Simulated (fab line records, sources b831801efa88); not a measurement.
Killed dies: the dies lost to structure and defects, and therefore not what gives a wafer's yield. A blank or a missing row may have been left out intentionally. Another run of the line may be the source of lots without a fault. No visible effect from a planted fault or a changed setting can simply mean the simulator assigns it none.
Problem report, 8D (eight disciplines) form, completed by code / flow sky130 / the parts of the form that need people (team, actions taken, sign-off) are left out

== 1. WHAT WENT WRONG ==
heater power total W at SKY_LDD_HVN_SOFTBAKE_03 reads a mean of 57.56 W on 4 wafers of 2 lots; wafers without a fault read 56.60 W with a standard deviation of 0.048. That is +20 standard deviations from the usual mean.
The step: time 60 s.
Earliest sighting: wafer L417.3 on litho track-04 at day 26 06:52. Wafers with a number at this step in the record: 39, from 13 lots. The rule behind "out" and "out of limits": a value lying over 4 standard deviations away from the usual mean. All remaining wafers that have a number are taken as sound.

== 2. WHAT IT IS; WHAT IT IS NOT ==
question=which readings at this step | is=heater power total W, run length s | is not=-
question=which lots | is=L417, L420 | is not=L399, L400, L401, L402, L403, L404, L408, L409, L416, L419, L422
question=which wafers of those lots | is=L417.3, L417.6, L420.2, L420.6 | is not=L417.4, L420.1
question=read on which tools | is=litho track-04 | is not=litho track-01, litho track-03
question=when | is=from day 26 06:52 | is not=up to then (28 sound wafers); but 7 sound wafers of L419, L420, L422 came after

== 3. SUSPECTS, AND WHAT RULES EACH OUT ==
Counting: a tool at a process step up to the reading stays a suspect if it ran every lot that is out. Sound lots after the first of them don't rule it out here, since some wafers of a struck lot are sound.
- plasma asher-03 at SKY_RES_PROTECT_STRIP_07 (strips in O2/N2): kept. Every lot that is out went through it, the first being L417 (day 21 18:08); the last sound lot it ran before that was L400 (day 15 08:17).
- litho track-04 at SKY_LDD_HVN_SOFTBAKE_03 (time 60 s): kept. Every lot that is out went through it, the first being L417 (day 26 06:52); the last sound lot it ran before that was L416 (day 26 01:49). Out on those wafers are its own readings of heater power total W, run length s.
After counting, plasma asher-03 at SKY_RES_PROTECT_STRIP_07 and litho track-04 at SKY_LDD_HVN_SOFTBAKE_03 remain.

== 4. THE CAUSE (what the simulator had put in) ==
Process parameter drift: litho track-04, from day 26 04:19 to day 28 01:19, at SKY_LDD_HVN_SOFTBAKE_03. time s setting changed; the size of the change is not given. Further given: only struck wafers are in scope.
After counting, 2 suspects remain, this tool included.

== 5. THE CHAIN OF EFFECTS, in route order ==
Rows list readings where the struck wafers' mean (over those with a number) sits beyond 3 standard deviations from the usual. Only readings for which the record gives a usual standard deviation are gone through. hours: the time from each lot's start at the first step in this table that gives one to its start at this step, as a median over the lots. sigmas: the change in usual standard deviations.
hours=0; step=SKY_LDD_HVN_SOFTBAKE_03; reading=heater power total W; usual=56.60 W; on struck wafers=57.56; change=+0.96; sigmas=+20
hours=0; step=SKY_LDD_HVN_SOFTBAKE_03; reading=run length s; usual=89.08 s; on struck wafers=86.50; change=-2.58; sigmas=-14
Its process steps:
- SKY_LDD_HVN_SOFTBAKE_03: time 60 s.

== 6. WHAT WOULD HAVE CAUGHT IT SOONER ==
3 hours passed between the start of the fault at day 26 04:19 and the first reading out of limits in this record, taken at day 26 06:52.
